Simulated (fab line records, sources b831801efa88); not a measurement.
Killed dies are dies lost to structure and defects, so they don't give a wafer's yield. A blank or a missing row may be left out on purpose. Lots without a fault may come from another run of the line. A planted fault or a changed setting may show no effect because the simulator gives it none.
A struck lot beside a sound one | flow sky130 | 15 steps out of a route of 708
Sound: wafers L871.1, L871.5, L871.6. Struck: wafers L881.1, L881.6. (L881.2 of the same lot was not struck and is left out.) The cause comes at the end.
At each step with rows: each side's tool, then ch and its chambers, then its first start. Under that, the readings that differ: sound wafers | struck wafers | difference of the means | sigmas: that difference in standard deviations of wafers without a fault.
alike: readings whose means differ by less than 2 such deviations, and words and numbers that are the same on both sides. not compared: withheld readings, readings that some wafer has no value for, bounds like >300 that may hide the same value, and numbers for which the record gives no deviation and whose values overlap.
The two part at a step that has a row with sigmas, a row that says differs or no value, or rows on one side only. Numbers that don't overlap but have no deviation are shown without sigmas and don't part them. A reading that every wafer of one side lacks parts them only if that side has two wafers or more.

SKY_FIELD_ISO_THK_MEAS_04:
  sound on film_metro-02, day 2 01:08; struck on film_metro-01, day 4 02:55
  alike: FIELD_ISO_CVD_03_THK
then, 8 steps without rows for these wafers: SKY_FIELD_ISO_DEHYDRATE_05 (time 60 s); SKY_FIELD_ISO_HMDS_06 (prime time 60 s); SKY_FIELD_ISO_COAT_07 (resist thk 60 nm); SKY_FIELD_ISO_COAT_08 (resist thk 450 nm); SKY_FIELD_ISO_SOFTBAKE_09 (time 90 s); SKY_FIELD_ISO_EXPOSE_10 (exposes mask FOM, target cd 150 nm); SKY_FIELD_ISO_PEB_11; SKY_FIELD_ISO_DEVELOP_12 (develop time 60 s).
SKY_FIELD_ISO_CD_MEAS_13: target cd 150 nm.
  sound on cd_sem-02, day 2 16:14; struck on cd_sem-01, day 4 20:46
  alike: cd_nm
SKY_FIELD_ISO_ETCH_14: etches BARC in N2/H2, stops on SiO2, time 45.9 s, target depth 60 nm.
  sound on rie_diel-02 ch 0,1,3, day 2 16:21; struck on rie_diel-04 ch 1, day 4 20:53
  alike: drypump_motor_current_A, oes_product_au, rf_fwd_power_W, throttle_valve_pct
  not compared: rf_hours_counter_h
SKY_FIELD_ISO_ETCH_15: etches the open film in CHF3/O2, stops on Si, target depth 180 nm, time 72 s.
  sound on rie_diel-02 ch 0,1,3, day 2 16:23; struck on rie_diel-04 ch 1, day 4 20:56
  alike: drypump_motor_current_A, oes_product_au, rf_fwd_power_W, throttle_valve_pct
  not compared: rf_hours_counter_h
SKY_FIELD_ISO_STRIP_16: strips in O2/N2.
  sound on plasma_asher-01 ch 0,1, day 2 16:27; struck on plasma_asher-02 ch 1, day 4 20:59
  reading          | sound       | struck  | difference | sigmas
  overash_fraction | 0.5 0.5 0.5 | 0.3 0.3 | -0.2       |
  alike: drypump_motor_current_A, oes_product_au, strip_time_to_endpoint_s
  not compared: rf_hours_counter_h
SKY_FIELD_ISO_ETCH_17: etches Si in HBr/Cl2/O2, target depth 342 nm, time 97.7 s.
  sound on rie_si-02 ch 1,2,3, day 2 16:33; struck on rie_si-02 ch 1,3, day 4 21:05
  alike: drypump_motor_current_A, oes_product_au, rf_fwd_power_W, throttle_valve_pct
  not compared: rf_hours_counter_h
then, 1 step without rows for these wafers: SKY_PAD_OPEN_PROBE_99.

WHERE THEY PART
Nowhere in this record.

WHY: what the simulator had put in
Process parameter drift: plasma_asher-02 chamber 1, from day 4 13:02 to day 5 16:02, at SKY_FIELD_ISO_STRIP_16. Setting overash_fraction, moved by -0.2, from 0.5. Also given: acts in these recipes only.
